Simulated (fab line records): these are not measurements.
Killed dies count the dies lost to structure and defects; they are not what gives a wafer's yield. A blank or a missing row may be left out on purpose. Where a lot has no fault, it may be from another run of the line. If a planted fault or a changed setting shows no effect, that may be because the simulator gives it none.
Which of the tools did it? || flow sky130 || 24 lots, 72 wafers sampled, at 6 steps of a route of 708

## WHAT THE GAUGES READ, wafer by wafer
SKY_CAPM_OVL_MEAS_12. Usual: CAPM_OVL -1.5 nm, standard deviation 1.
{"lot": "L074", "measured": "day 37 09:52", "on": "overlay-01", "CAPM_OVL (nm)": "-2.6 -1.5 -1.5", "flag": ""}
{"lot": "L075", "measured": "day 37 19:14", "on": "overlay-02", "CAPM_OVL (nm)": "0.4 -0.9 -2.1", "flag": ""}
{"lot": "L076", "measured": "day 38 02:43", "on": "overlay-01", "CAPM_OVL (nm)": "-0.2 0.2 -0.7", "flag": ""}
{"lot": "L077", "measured": "day 38 17:07", "on": "overlay-02", "CAPM_OVL (nm)": "-2.2 -2.7 -2.4", "flag": ""}
{"lot": "L078", "measured": "day 38 17:22", "on": "overlay-01", "CAPM_OVL (nm)": "-1.8 -1.7 -2.3", "flag": ""}
{"lot": "L079", "measured": "day 39 02:23", "on": "overlay-02", "CAPM_OVL (nm)": "-2.0 -0.9 -1.6", "flag": ""}
{"lot": "L080", "measured": "day 39 16:46", "on": "overlay-01", "CAPM_OVL (nm)": "-1.3 -1.3 -1.9", "flag": ""}
{"lot": "L081", "measured": "day 39 21:37", "on": "overlay-02", "CAPM_OVL (nm)": "-1.2 -2.8 -3.1", "flag": ""}
{"lot": "L082", "measured": "day 40 15:55", "on": "overlay-01", "CAPM_OVL (nm)": "-2.7 -2.8 -2.3", "flag": ""}
{"lot": "L084", "measured": "day 41 13:44", "on": "overlay-02", "CAPM_OVL (nm)": "-0.6 -1.8 -0.9", "flag": ""}
{"lot": "L083", "measured": "day 41 14:50", "on": "overlay-01", "CAPM_OVL (nm)": "-2.3 -2.6 -2.6", "flag": ""}
{"lot": "L085", "measured": "day 41 17:35", "on": "overlay-01", "CAPM_OVL (nm)": "-1.8 -1.4 -0.2", "flag": ""}
{"lot": "L087", "measured": "day 41 17:49", "on": "overlay-02", "CAPM_OVL (nm)": "1.5 -0.8 -0.6", "flag": ""}
{"lot": "L086", "measured": "day 41 20:17", "on": "overlay-02", "CAPM_OVL (nm)": "-0.7 -1.6 -0.2", "flag": ""}
{"lot": "L088", "measured": "day 41 21:12", "on": "overlay-01", "CAPM_OVL (nm)": "-3.0 -2.4 -2.8", "flag": ""}
{"lot": "L089", "measured": "day 42 04:05", "on": "overlay-02", "CAPM_OVL (nm)": "-3.4 -1.5 -3.1", "flag": ""}
{"lot": "L090", "measured": "day 42 10:04", "on": "overlay-02", "CAPM_OVL (nm)": "-1.4 -1.3 -1.5", "flag": ""}
{"lot": "L092", "measured": "day 42 18:55", "on": "overlay-02", "CAPM_OVL (nm)": "-0.6 -0.1 -2.4", "flag": ""}
{"lot": "L091", "measured": "day 42 21:16", "on": "overlay-01", "CAPM_OVL (nm)": "-0.5 -1.0 -0.3", "flag": ""}
{"lot": "L093", "measured": "day 43 03:28", "on": "overlay-01", "CAPM_OVL (nm)": "-0.7 -1.2 -1.6", "flag": ""}
{"lot": "L094", "measured": "day 43 06:38", "on": "overlay-01", "CAPM_OVL (nm)": "-3.1 -2.9 -2.3", "flag": ""}
{"lot": "L095", "measured": "day 43 16:52", "on": "overlay-01", "CAPM_OVL (nm)": "-2.4 -2.3 -0.4", "flag": ""}
{"lot": "L096", "measured": "day 44 00:22", "on": "overlay-02", "CAPM_OVL (nm)": "-0.9 -2.9 -2.8", "flag": ""}
{"lot": "L097", "measured": "day 44 17:52", "on": "overlay-02", "CAPM_OVL (nm)": "0.0 -2.5 -0.9", "flag": ""}

SKY_VIA3_RS_MEAS_22: measurement is done with a four-point probe. Usual: VIA3_W_RS 0.2963 ohm/sq, standard deviation 0.0029.
{"lot": "L074", "measured": "day 39 15:26", "on": "filmMetro-01", "VIA3_W_RS (ohm/sq)": "0.2995 0.3028 0.2973", "flag": ""}
{"lot": "L075", "measured": "day 40 00:14", "on": "filmMetro-04", "VIA3_W_RS (ohm/sq)": "0.2943 0.2973 0.2972", "flag": ""}
{"lot": "L076", "measured": "day 40 07:04", "on": "filmMetro-04", "VIA3_W_RS (ohm/sq)": "0.2973 0.2974 0.2950", "flag": ""}
{"lot": "L077", "measured": "day 40 22:12", "on": "filmMetro-02", "VIA3_W_RS (ohm/sq)": "0.3010 0.3010 0.2988", "flag": ""}
{"lot": "L078", "measured": "day 40 22:30", "on": "filmMetro-02", "VIA3_W_RS (ohm/sq)": "0.2963 0.2943 0.2956", "flag": ""}
{"lot": "L079", "measured": "day 41 07:32", "on": "filmMetro-04", "VIA3_W_RS (ohm/sq)": "0.3055 0.2965 0.2963", "flag": ""}
{"lot": "L080", "measured": "day 41 20:43", "on": "filmMetro-04", "VIA3_W_RS (ohm/sq)": "0.3020 0.3015 0.2981", "flag": ""}
{"lot": "L081", "measured": "day 42 01:46", "on": "filmMetro-01", "VIA3_W_RS (ohm/sq)": "0.3000 0.3001 0.2981", "flag": ""}
{"lot": "L082", "measured": "day 42 17:28", "on": "filmMetro-04", "VIA3_W_RS (ohm/sq)": "0.2933 0.2930 0.2976", "flag": ""}
{"lot": "L084", "measured": "day 43 16:16", "on": "filmMetro-02", "VIA3_W_RS (ohm/sq)": "0.2961 0.2957 0.2932", "flag": ""}
{"lot": "L083", "measured": "day 43 16:43", "on": "filmMetro-01", "VIA3_W_RS (ohm/sq)": "0.2928 0.2929 0.2925", "flag": ""}
{"lot": "L085", "measured": "day 43 19:55", "on": "filmMetro-04", "VIA3_W_RS (ohm/sq)": "0.2963 0.3025 0.2981", "flag": ""}
{"lot": "L087", "measured": "day 43 20:09", "on": "filmMetro-01", "VIA3_W_RS (ohm/sq)": "0.3006 0.2974 0.2952", "flag": ""}
{"lot": "L086", "measured": "day 43 22:43", "on": "filmMetro-02", "VIA3_W_RS (ohm/sq)": "0.2948 0.2944 0.2952", "flag": ""}
{"lot": "L088", "measured": "day 44 00:01", "on": "filmMetro-01", "VIA3_W_RS (ohm/sq)": "0.2952 0.3002 0.2972", "flag": ""}
{"lot": "L089", "measured": "day 44 06:46", "on": "filmMetro-02", "VIA3_W_RS (ohm/sq)": "0.2968 0.2984 0.2943", "flag": ""}
{"lot": "L090", "measured": "day 44 11:51", "on": "filmMetro-04", "VIA3_W_RS (ohm/sq)": "0.2914 0.2923 0.2899", "flag": ""}
{"lot": "L092", "measured": "day 44 19:16", "on": "filmMetro-02", "VIA3_W_RS (ohm/sq)": "0.2957 0.2946 0.2928", "flag": ""}
{"lot": "L091", "measured": "day 44 23:04", "on": "filmMetro-02", "VIA3_W_RS (ohm/sq)": "0.2943 0.2989 0.2910", "flag": ""}
{"lot": "L093", "measured": "day 45 03:22", "on": "filmMetro-01", "VIA3_W_RS (ohm/sq)": "0.2974 0.2964 0.2969", "flag": ""}
{"lot": "L094", "measured": "day 45 07:25", "on": "filmMetro-02", "VIA3_W_RS (ohm/sq)": "0.2931 0.2936 0.2949", "flag": ""}
{"lot": "L095", "measured": "day 45 15:24", "on": "filmMetro-02", "VIA3_W_RS (ohm/sq)": "0.2935 0.2908 0.2968", "flag": ""}
{"lot": "L096", "measured": "day 45 23:08", "on": "filmMetro-01", "VIA3_W_RS (ohm/sq)": "0.2978 0.2972 0.2981", "flag": ""}
{"lot": "L097", "measured": "day 46 15:16", "on": "filmMetro-02", "VIA3_W_RS (ohm/sq)": "0.2930 0.2973 0.2970", "flag": ""}

## WHICH TOOL RAN EACH LOT (tool, then ch and the chambers of the sampled wafers, then the start)
{"lot": "L074", "SKY_METAL1_SPUTTER_04": "pvdSputter-01, day 31 14:08", "SKY_VIA2_CMP_02": "cmp-02 ch 0,1, day 35 03:14", "SKY_METAL3_SPUTTER_01": "pvdSputter-01, day 36 06:57", "SKY_VIA3_ETCH_15": "rieDiel-02 ch 0,1,3, day 39 14:29"}
{"lot": "L075", "SKY_METAL1_SPUTTER_04": "pvdSputter-03, day 32 00:24", "SKY_VIA2_CMP_02": "cmp-02 ch 0,1,3, day 35 12:55", "SKY_METAL3_SPUTTER_01": "pvdSputter-03, day 36 16:47", "SKY_VIA3_ETCH_15": "rieDiel-03 ch 0,1,3, day 39 23:24"}
{"lot": "L076", "SKY_METAL1_SPUTTER_04": "pvdSputter-02, day 32 09:30", "SKY_VIA2_CMP_02": "cmp-02 ch 1,2,3, day 35 21:40", "SKY_METAL3_SPUTTER_01": "pvdSputter-01, day 37 00:43", "SKY_VIA3_ETCH_15": "rieDiel-03 ch 1,2, day 40 06:09"}
{"lot": "L077", "SKY_METAL1_SPUTTER_04": "pvdSputter-01, day 32 23:44", "SKY_VIA2_CMP_02": "cmp-01 ch 0,2,3, day 36 11:20", "SKY_METAL3_SPUTTER_01": "pvdSputter-02, day 37 16:07", "SKY_VIA3_ETCH_15": "rieDiel-01 ch 0,1,3, day 40 21:16"}
{"lot": "L078", "SKY_METAL1_SPUTTER_04": "pvdSputter-02, day 33 00:17", "SKY_VIA2_CMP_02": "cmp-02 ch 1,2, day 36 12:02", "SKY_METAL3_SPUTTER_01": "pvdSputter-01, day 37 16:15", "SKY_VIA3_ETCH_15": "rieDiel-02 ch 2,3, day 40 21:37"}
{"lot": "L079", "SKY_METAL1_SPUTTER_04": "pvdSputter-02, day 33 10:31", "SKY_VIA2_CMP_02": "cmp-02 ch 1,2,3, day 36 21:29", "SKY_METAL3_SPUTTER_01": "pvdSputter-02, day 38 01:21", "SKY_VIA3_ETCH_15": "rieDiel-02 ch 0,1,2, day 41 06:39"}
{"lot": "L080", "SKY_METAL1_SPUTTER_04": "pvdSputter-03, day 34 00:24", "SKY_VIA2_CMP_02": "cmp-02 ch 0,1,2, day 37 11:50", "SKY_METAL3_SPUTTER_01": "pvdSputter-02, day 38 15:17", "SKY_VIA3_ETCH_15": "rieDiel-03 ch 1,3, day 41 19:50"}
{"lot": "L081", "SKY_METAL1_SPUTTER_04": "pvdSputter-01, day 34 05:25", "SKY_VIA2_CMP_02": "cmp-02 ch 0,3, day 37 16:26", "SKY_METAL3_SPUTTER_01": "pvdSputter-03, day 38 19:39", "SKY_VIA3_ETCH_15": "rieDiel-01 ch 0,1,3, day 42 00:51"}
{"lot": "L082", "SKY_METAL1_SPUTTER_04": "pvdSputter-03, day 35 01:32", "SKY_VIA2_CMP_02": "cmp-02 ch 1,2,3, day 38 12:26", "SKY_METAL3_SPUTTER_01": "pvdSputter-03, day 39 14:46", "SKY_VIA3_ETCH_15": "rieDiel-03 ch 0,3, day 42 16:35"}
{"lot": "L084", "SKY_METAL1_SPUTTER_04": "pvdSputter-03, day 36 01:26", "SKY_VIA2_CMP_02": "cmp-01 ch 1,3, day 39 11:32", "SKY_METAL3_SPUTTER_01": "pvdSputter-03, day 40 14:01", "SKY_VIA3_ETCH_15": "rieDiel-01 ch 1,2,3, day 43 15:23"}
{"lot": "L083", "SKY_METAL1_SPUTTER_04": "pvdSputter-01, day 36 02:23", "SKY_VIA2_CMP_02": "cmp-01 ch 0,3, day 39 12:37", "SKY_METAL3_SPUTTER_01": "pvdSputter-03, day 40 14:53", "SKY_VIA3_ETCH_15": "rieDiel-03 ch 0,3, day 43 15:52"}
{"lot": "L085", "SKY_METAL1_SPUTTER_04": "pvdSputter-01, day 36 05:17", "SKY_VIA2_CMP_02": "cmp-01 ch 0,3, day 39 14:47", "SKY_METAL3_SPUTTER_01": "pvdSputter-03, day 40 17:36", "SKY_VIA3_ETCH_15": "rieDiel-02 ch 0,2,3, day 43 19:02"}
{"lot": "L087", "SKY_METAL1_SPUTTER_04": "pvdSputter-03, day 36 05:38", "SKY_VIA2_CMP_02": "cmp-02 ch 0,1,3, day 39 14:47", "SKY_METAL3_SPUTTER_01": "pvdSputter-03, day 40 17:47", "SKY_VIA3_ETCH_15": "rieDiel-03 ch 0,1,3, day 43 19:18"}
{"lot": "L086", "SKY_METAL1_SPUTTER_04": "pvdSputter-03, day 36 07:38", "SKY_VIA2_CMP_02": "cmp-01 ch 0,3, day 39 17:56", "SKY_METAL3_SPUTTER_01": "pvdSputter-03, day 40 20:37", "SKY_VIA3_ETCH_15": "rieDiel-02 ch 0,2,3, day 43 21:51"}
{"lot": "L088", "SKY_METAL1_SPUTTER_04": "pvdSputter-01, day 36 10:58", "SKY_VIA2_CMP_02": "cmp-01 ch 0,1,3, day 39 19:17", "SKY_METAL3_SPUTTER_01": "pvdSputter-03, day 40 21:35", "SKY_VIA3_ETCH_15": "rieDiel-02 ch 1,2,3, day 43 23:08"}
{"lot": "L089", "SKY_METAL1_SPUTTER_04": "pvdSputter-01, day 36 16:24", "SKY_VIA2_CMP_02": "cmp-02 ch 1,2, day 40 01:20", "SKY_METAL3_SPUTTER_01": "pvdSputter-03, day 41 03:14", "SKY_VIA3_ETCH_15": "rieDiel-02 ch 0,3, day 44 05:52"}
{"lot": "L090", "SKY_METAL1_SPUTTER_04": "pvdSputter-03, day 37 01:02", "SKY_VIA2_CMP_02": "cmp-01 ch 0,2,3, day 40 08:53", "SKY_METAL3_SPUTTER_01": "pvdSputter-02, day 41 10:22", "SKY_VIA3_ETCH_15": "rieDiel-01 ch 1,2,3, day 44 11:01"}
{"lot": "L092", "SKY_METAL1_SPUTTER_04": "pvdSputter-03, day 37 10:19", "SKY_VIA2_CMP_02": "cmp-01 ch 0,1,2, day 40 17:44", "SKY_METAL3_SPUTTER_01": "pvdSputter-03, day 41 19:21", "SKY_VIA3_ETCH_15": "rieDiel-02 ch 1,3, day 44 18:25"}
{"lot": "L091", "SKY_METAL1_SPUTTER_04": "pvdSputter-01, day 37 10:35", "SKY_VIA2_CMP_02": "cmp-01 ch 2,3, day 40 20:02", "SKY_METAL3_SPUTTER_01": "pvdSputter-02, day 41 21:33", "SKY_VIA3_ETCH_15": "rieDiel-01 ch 0,2,3, day 44 22:13"}
{"lot": "L093", "SKY_METAL1_SPUTTER_04": "pvdSputter-03, day 37 16:53", "SKY_VIA2_CMP_02": "cmp-01 ch 0,1,3, day 41 01:16", "SKY_METAL3_SPUTTER_01": "pvdSputter-02, day 42 03:31", "SKY_VIA3_ETCH_15": "rieDiel-03 ch 0,1,3, day 45 02:31"}
{"lot": "L094", "SKY_METAL1_SPUTTER_04": "pvdSputter-01, day 37 23:23", "SKY_VIA2_CMP_02": "cmp-02 ch 0,1,3, day 41 05:35", "SKY_METAL3_SPUTTER_01": "pvdSputter-03, day 42 07:32", "SKY_VIA3_ETCH_15": "rieDiel-03 ch 1,3, day 45 06:34"}
{"lot": "L095", "SKY_METAL1_SPUTTER_04": "pvdSputter-03, day 38 10:22", "SKY_VIA2_CMP_02": "cmp-01 ch 1,2, day 41 16:31", "SKY_METAL3_SPUTTER_01": "pvdSputter-03, day 42 17:21", "SKY_VIA3_ETCH_15": "rieDiel-02 ch 0,2,3, day 45 14:31"}
{"lot": "L096", "SKY_METAL1_SPUTTER_04": "pvdSputter-03, day 38 16:59", "SKY_VIA2_CMP_02": "cmp-02 ch 0,1,2, day 41 22:54", "SKY_METAL3_SPUTTER_01": "pvdSputter-01, day 43 00:20", "SKY_VIA3_ETCH_15": "rieDiel-01 ch 0,1, day 45 22:17"}
{"lot": "L097", "SKY_METAL1_SPUTTER_04": "pvdSputter-03, day 39 14:14", "SKY_VIA2_CMP_02": "cmp-01 ch 0,1,3, day 42 18:52", "SKY_METAL3_SPUTTER_01": "pvdSputter-03, day 43 20:04", "SKY_VIA3_ETCH_15": "rieDiel-02 ch 1,2,3, day 46 14:26"}
- SKY_METAL1_SPUTTER_04: material TiN, target thk 70 nm, time 58.3 s.
- SKY_VIA2_CMP_02: polishes SiO2.
- SKY_METAL3_SPUTTER_01: material TiN, target thk 20 nm, time 16.7 s.
- SKY_VIA3_ETCH_15: etches SiO2 in C4F8/O2/Ar, stops on TiN, target depth 507 nm, time 78 s.

## WHAT THE TOOLS THEMSELVES READ (means of the sampled wafers that have a number; where no wafer has one, the mark that the record gives instead)
SKY_METAL1_SPUTTER_04. Usual: throttleValvePct at 30.3 %, with a standard deviation of 1.1.
{"lot": "L074", "tool": "pvdSputter-01", "throttleValvePct (%)": 31.5, "flag": ""}
{"lot": "L075", "tool": "pvdSputter-03", "throttleValvePct (%)": 30.2, "flag": ""}
{"lot": "L076", "tool": "pvdSputter-02", "throttleValvePct (%)": 29.2, "flag": ""}
{"lot": "L077", "tool": "pvdSputter-01", "throttleValvePct (%)": 30.1, "flag": ""}
{"lot": "L078", "tool": "pvdSputter-02", "throttleValvePct (%)": 28.4, "flag": ""}
{"lot": "L079", "tool": "pvdSputter-02", "throttleValvePct (%)": 29.8, "flag": ""}
{"lot": "L080", "tool": "pvdSputter-03", "throttleValvePct (%)": 30.7, "flag": ""}
{"lot": "L081", "tool": "pvdSputter-01", "throttleValvePct (%)": 29.9, "flag": ""}
{"lot": "L082", "tool": "pvdSputter-03", "throttleValvePct (%)": 30.2, "flag": ""}
{"lot": "L084", "tool": "pvdSputter-03", "throttleValvePct (%)": 29.6, "flag": ""}
{"lot": "L083", "tool": "pvdSputter-01", "throttleValvePct (%)": 30.1, "flag": ""}
{"lot": "L085", "tool": "pvdSputter-01", "throttleValvePct (%)": 29.9, "flag": ""}
{"lot": "L087", "tool": "pvdSputter-03", "throttleValvePct (%)": 30.3, "flag": ""}
{"lot": "L086", "tool": "pvdSputter-03", "throttleValvePct (%)": 30.4, "flag": ""}
{"lot": "L088", "tool": "pvdSputter-01", "throttleValvePct (%)": 31.5, "flag": ""}
{"lot": "L089", "tool": "pvdSputter-01", "throttleValvePct (%)": 30.7, "flag": ""}
{"lot": "L090", "tool": "pvdSputter-03", "throttleValvePct (%)": 30.2, "flag": ""}
{"lot": "L092", "tool": "pvdSputter-03", "throttleValvePct (%)": 30.5, "flag": ""}
{"lot": "L091", "tool": "pvdSputter-01", "throttleValvePct (%)": 30.9, "flag": ""}
{"lot": "L093", "tool": "pvdSputter-03", "throttleValvePct (%)": 30.7, "flag": ""}
{"lot": "L094", "tool": "pvdSputter-01", "throttleValvePct (%)": 31.0, "flag": ""}
{"lot": "L095", "tool": "pvdSputter-03", "throttleValvePct (%)": 30.2, "flag": ""}
{"lot": "L096", "tool": "pvdSputter-03", "throttleValvePct (%)": 30.0, "flag": ""}
{"lot": "L097", "tool": "pvdSputter-03", "throttleValvePct (%)": 29.7, "flag": ""}

SKY_VIA2_CMP_02. Usual: motorCurrentA at 12.0 A, with a standard deviation of 1.1.
{"lot": "L074", "tool": "cmp-02", "motorCurrentA (A)": 12.5, "flag": ""}
{"lot": "L075", "tool": "cmp-02", "motorCurrentA (A)": 12.3, "flag": ""}
{"lot": "L076", "tool": "cmp-02", "motorCurrentA (A)": 11.4, "flag": ""}
{"lot": "L077", "tool": "cmp-01", "motorCurrentA (A)": 11.6, "flag": ""}
{"lot": "L078", "tool": "cmp-02", "motorCurrentA (A)": 10.5, "flag": ""}
{"lot": "L079", "tool": "cmp-02", "motorCurrentA (A)": 11.4, "flag": ""}
{"lot": "L080", "tool": "cmp-02", "motorCurrentA (A)": 11.9, "flag": ""}
{"lot": "L081", "tool": "cmp-02", "motorCurrentA (A)": 13.6, "flag": ""}
{"lot": "L082", "tool": "cmp-02", "motorCurrentA (A)": 11.5, "flag": ""}
{"lot": "L084", "tool": "cmp-01", "motorCurrentA (A)": 12.3, "flag": ""}
{"lot": "L083", "tool": "cmp-01", "motorCurrentA (A)": 11.6, "flag": ""}
{"lot": "L085", "tool": "cmp-01", "motorCurrentA (A)": 11.4, "flag": ""}
{"lot": "L087", "tool": "cmp-02", "motorCurrentA (A)": 12.3, "flag": ""}
{"lot": "L086", "tool": "cmp-01", "motorCurrentA (A)": 11.7, "flag": ""}
{"lot": "L088", "tool": "cmp-01", "motorCurrentA (A)": 11.8, "flag": ""}
{"lot": "L089", "tool": "cmp-02", "motorCurrentA (A)": 10.6, "flag": ""}
{"lot": "L090", "tool": "cmp-01", "motorCurrentA (A)": 11.6, "flag": ""}
{"lot": "L092", "tool": "cmp-01", "motorCurrentA (A)": 12.2, "flag": ""}
{"lot": "L091", "tool": "cmp-01", "motorCurrentA (A)": 11.9, "flag": ""}
{"lot": "L093", "tool": "cmp-01", "motorCurrentA (A)": 11.7, "flag": ""}
{"lot": "L094", "tool": "cmp-02", "motorCurrentA (A)": 12.4, "flag": ""}
{"lot": "L095", "tool": "cmp-01", "motorCurrentA (A)": 12.4, "flag": ""}
{"lot": "L096", "tool": "cmp-02", "motorCurrentA (A)": 11.9, "flag": ""}
{"lot": "L097", "tool": "cmp-01", "motorCurrentA (A)": 11.8, "flag": ""}

SKY_METAL3_SPUTTER_01. Usual: throttleValvePct at 30.1 %, with a standard deviation of 0.99.
{"lot": "L074", "tool": "pvdSputter-01", "throttleValvePct (%)": 31.4, "flag": ""}
{"lot": "L075", "tool": "pvdSputter-03", "throttleValvePct (%)": 30.5, "flag": ""}
{"lot": "L076", "tool": "pvdSputter-01", "throttleValvePct (%)": 29.4, "flag": ""}
{"lot": "L077", "tool": "pvdSputter-02", "throttleValvePct (%)": 29.1, "flag": ""}
{"lot": "L078", "tool": "pvdSputter-01", "throttleValvePct (%)": 30.1, "flag": ""}
{"lot": "L079", "tool": "pvdSputter-02", "throttleValvePct (%)": 29.9, "flag": ""}
{"lot": "L080", "tool": "pvdSputter-02", "throttleValvePct (%)": 29.2, "flag": ""}
{"lot": "L081", "tool": "pvdSputter-03", "throttleValvePct (%)": 30.2, "flag": ""}
{"lot": "L082", "tool": "pvdSputter-03", "throttleValvePct (%)": 30.2, "flag": ""}
{"lot": "L084", "tool": "pvdSputter-03", "throttleValvePct (%)": 30.6, "flag": ""}
{"lot": "L083", "tool": "pvdSputter-03", "throttleValvePct (%)": 30.5, "flag": ""}
{"lot": "L085", "tool": "pvdSputter-03", "throttleValvePct (%)": 29.9, "flag": ""}
{"lot": "L087", "tool": "pvdSputter-03", "throttleValvePct (%)": 30.2, "flag": ""}
{"lot": "L086", "tool": "pvdSputter-03", "throttleValvePct (%)": 29.8, "flag": ""}
{"lot": "L088", "tool": "pvdSputter-03", "throttleValvePct (%)": 30.3, "flag": ""}
{"lot": "L089", "tool": "pvdSputter-03", "throttleValvePct (%)": 29.9, "flag": ""}
{"lot": "L090", "tool": "pvdSputter-02", "throttleValvePct (%)": 29.7, "flag": ""}
{"lot": "L092", "tool": "pvdSputter-03", "throttleValvePct (%)": 30.5, "flag": ""}
{"lot": "L091", "tool": "pvdSputter-02", "throttleValvePct (%)": 29.7, "flag": ""}
{"lot": "L093", "tool": "pvdSputter-02", "throttleValvePct (%)": 29.2, "flag": ""}
{"lot": "L094", "tool": "pvdSputter-03", "throttleValvePct (%)": 30.9, "flag": ""}
{"lot": "L095", "tool": "pvdSputter-03", "throttleValvePct (%)": 30.4, "flag": ""}
{"lot": "L096", "tool": "pvdSputter-01", "throttleValvePct (%)": 30.3, "flag": ""}
{"lot": "L097", "tool": "pvdSputter-03", "throttleValvePct (%)": 30.0, "flag": ""}

SKY_VIA3_ETCH_15. Usual: chamberPressureMTorr 40.00 mTorr, standard deviation 0.048; oesProductAu 0.946 a.u., standard deviation 0.0048.
{"lot": "L074", "tool": "rieDiel-02", "chamberPressureMTorr (mTorr)": 40.01, "oesProductAu (a.u.)": 0.945, "flag": ""}
{"lot": "L075", "tool": "rieDiel-03", "chamberPressureMTorr (mTorr)": 40.05, "oesProductAu (a.u.)": 0.948, "flag": ""}
{"lot": "L076", "tool": "rieDiel-03", "chamberPressureMTorr (mTorr)": 39.99, "oesProductAu (a.u.)": 0.949, "flag": ""}
{"lot": "L077", "tool": "rieDiel-01", "chamberPressureMTorr (mTorr)": 40.02, "oesProductAu (a.u.)": 0.947, "flag": ""}
{"lot": "L078", "tool": "rieDiel-02", "chamberPressureMTorr (mTorr)": 40.07, "oesProductAu (a.u.)": 0.939, "flag": ""}
{"lot": "L079", "tool": "rieDiel-02", "chamberPressureMTorr (mTorr)": 40.01, "oesProductAu (a.u.)": 0.946, "flag": ""}
{"lot": "L080", "tool": "rieDiel-03", "chamberPressureMTorr (mTorr)": 40.03, "oesProductAu (a.u.)": 0.946, "flag": ""}
{"lot": "L081", "tool": "rieDiel-01", "chamberPressureMTorr (mTorr)": 39.97, "oesProductAu (a.u.)": 0.947, "flag": ""}
{"lot": "L082", "tool": "rieDiel-03", "chamberPressureMTorr (mTorr)": 39.99, "oesProductAu (a.u.)": 0.942, "flag": ""}
{"lot": "L084", "tool": "rieDiel-01", "chamberPressureMTorr (mTorr)": 40.01, "oesProductAu (a.u.)": 0.943, "flag": ""}
{"lot": "L083", "tool": "rieDiel-03", "chamberPressureMTorr (mTorr)": 40.02, "oesProductAu (a.u.)": 0.943, "flag": ""}
{"lot": "L085", "tool": "rieDiel-02", "chamberPressureMTorr (mTorr)": 39.97, "oesProductAu (a.u.)": 0.947, "flag": ""}
{"lot": "L087", "tool": "rieDiel-03", "chamberPressureMTorr (mTorr)": 40.02, "oesProductAu (a.u.)": 0.949, "flag": ""}
{"lot": "L086", "tool": "rieDiel-02", "chamberPressureMTorr (mTorr)": 39.97, "oesProductAu (a.u.)": 0.953, "flag": ""}
{"lot": "L088", "tool": "rieDiel-02", "chamberPressureMTorr (mTorr)": 40.01, "oesProductAu (a.u.)": 0.947, "flag": ""}
{"lot": "L089", "tool": "rieDiel-02", "chamberPressureMTorr (mTorr)": 40.00, "oesProductAu (a.u.)": 0.943, "flag": ""}
{"lot": "L090", "tool": "rieDiel-01", "chamberPressureMTorr (mTorr)": 40.04, "oesProductAu (a.u.)": 0.951, "flag": ""}
{"lot": "L092", "tool": "rieDiel-02", "chamberPressureMTorr (mTorr)": 40.01, "oesProductAu (a.u.)": 0.948, "flag": ""}
{"lot": "L091", "tool": "rieDiel-01", "chamberPressureMTorr (mTorr)": 39.99, "oesProductAu (a.u.)": 0.948, "flag": ""}
{"lot": "L093", "tool": "rieDiel-03", "chamberPressureMTorr (mTorr)": 39.98, "oesProductAu (a.u.)": 0.949, "flag": ""}
{"lot": "L094", "tool": "rieDiel-03", "chamberPressureMTorr (mTorr)": 40.00, "oesProductAu (a.u.)": 0.943, "flag": ""}
{"lot": "L095", "tool": "rieDiel-02", "chamberPressureMTorr (mTorr)": 40.00, "oesProductAu (a.u.)": 0.947, "flag": ""}
{"lot": "L096", "tool": "rieDiel-01", "chamberPressureMTorr (mTorr)": 40.03, "oesProductAu (a.u.)": 0.946, "flag": ""}
{"lot": "L097", "tool": "rieDiel-02", "chamberPressureMTorr (mTorr)": 40.03, "oesProductAu (a.u.)": 0.942, "flag": ""}

## THE ANSWER, worked out from the rows above alone
Rule: a lot is off if the mean of its wafers that have a number lies more than 3 standard deviations from the usual mean. A lot without any number at a reading at which 4 lots or more have one is off too. All remaining lots with rows at the step are treated as sound. After the gauges, taken in route order, come the tools' own readings; for these a lot's mean is taken, as printed above. At the first step where some lot is off, the reading lying furthest off is the one used; lots without a number count as furthest.
Across all readings shown, no lot is off: no conclusion can be drawn from this.

## WHAT HAD BEEN PUT IN BY THE SIMULATOR
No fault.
